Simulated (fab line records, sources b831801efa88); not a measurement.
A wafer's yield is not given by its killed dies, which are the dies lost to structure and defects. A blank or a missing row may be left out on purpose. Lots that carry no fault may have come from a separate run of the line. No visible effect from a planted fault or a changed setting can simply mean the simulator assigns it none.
Matching of chambers + flow sky130 + pecvd-03 running SKY_CAPM_CVD_00: 3 sister chambers
The step deposits SiO2, target thk 15.5 nm. 16 wafers are shown with their chamber, then 8 later ones without.

## WAFERS, EACH WITH ITS CHAMBER
| wafer  | chamber | heater_power_w (W) | susceptor_temp_C (C) |
|--------|---------|--------------------|----------------------|
| L075.1 | 1       | 598                | 399.98               |
| L075.4 | 2       | 781                | 400.25               |
| L075.6 | 0       | 730                | 399.69               |
| L080.1 | 1       | 641                | 400.16               |
| L080.4 | 1       | 636                | 400.15               |
| L080.5 | 2       | 746                | 399.66               |
| L082.3 | 2       | 778                | 399.62               |
| L082.4 | 2       | 752                | 399.87               |
| L082.6 | 0       | 786                | 399.73               |
| L089.2 | 2       | 800                | 399.93               |
| L089.3 | 0       | 676                | 400.19               |
| L089.5 | 1       | 656                | 399.87               |
| L090.2 | 0       | 776                | 399.75               |
| L090.3 | 1       | 725                | 399.49               |
| L090.4 | 2       | 781                | 400.04               |
| L094.3 | 1       | 711                | 400.05               |

SIGNATURES (averages over the wafers above)
| reading          | chamber 0 | chamber 1 | chamber 2 | scatter within a chamber |
|------------------|-----------|-----------|-----------|--------------------------|
| heater_power_w   | 742.00    | 661.17    | 773.00    | 40.4                     |
| susceptor_temp_C | 399.8400  | 399.9500  | 399.8950  | 0.241                    |
Rule: for each reading, subtract the chamber's mean from the wafer's reading, divide by that reading's scatter and square the result; add these up over the readings and take the root, which gives the wafer's distance from the chamber. If the next closest chamber is less than 2 further off than the closest, the wafer can't be placed; otherwise it belongs to the closest. The scatter: take each reading less its chamber's mean, square it, sum over the shown wafers, divide by the number of wafers less the number of chambers, and take the root.

## WAFERS MISSING THEIR CHAMBER
| wafer  | heater_power_w (W) | susceptor_temp_C (C) |
|--------|--------------------|----------------------|
| L094.4 | 725                | 400.35               |
| L094.6 | 705                | 400.20               |
| L095.1 | 683                | 399.96               |
| L095.4 | 686                | 399.89               |
| L095.6 | 707                | 400.22               |
| L097.1 | 619                | 399.72               |
| L097.2 | 814                | 400.16               |
| L097.4 | 795                | 400.11               |

## CHAMBER TAKEN BY EACH
| wafer  | from the rows above          | in truth |
|--------|------------------------------|----------|
| L094.4 | can't be placed: 0 or 2 or 1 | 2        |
| L094.6 | can't be placed: 1 or 0 or 2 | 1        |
| L095.1 | can't be placed: 1 or 0 or 2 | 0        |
| L095.4 | can't be placed: 1 or 0 or 2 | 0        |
| L095.6 | can't be placed: 1 or 0 or 2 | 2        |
| L097.1 | can't be placed: 1 or 0      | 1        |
| L097.2 | can't be placed: 2 or 0      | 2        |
| L097.4 | can't be placed: 2 or 0      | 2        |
0 of 8 placed correctly. Unplaceable from these rows: 8, with the true chamber sitting among the candidates in 8. 0 placed wrongly.
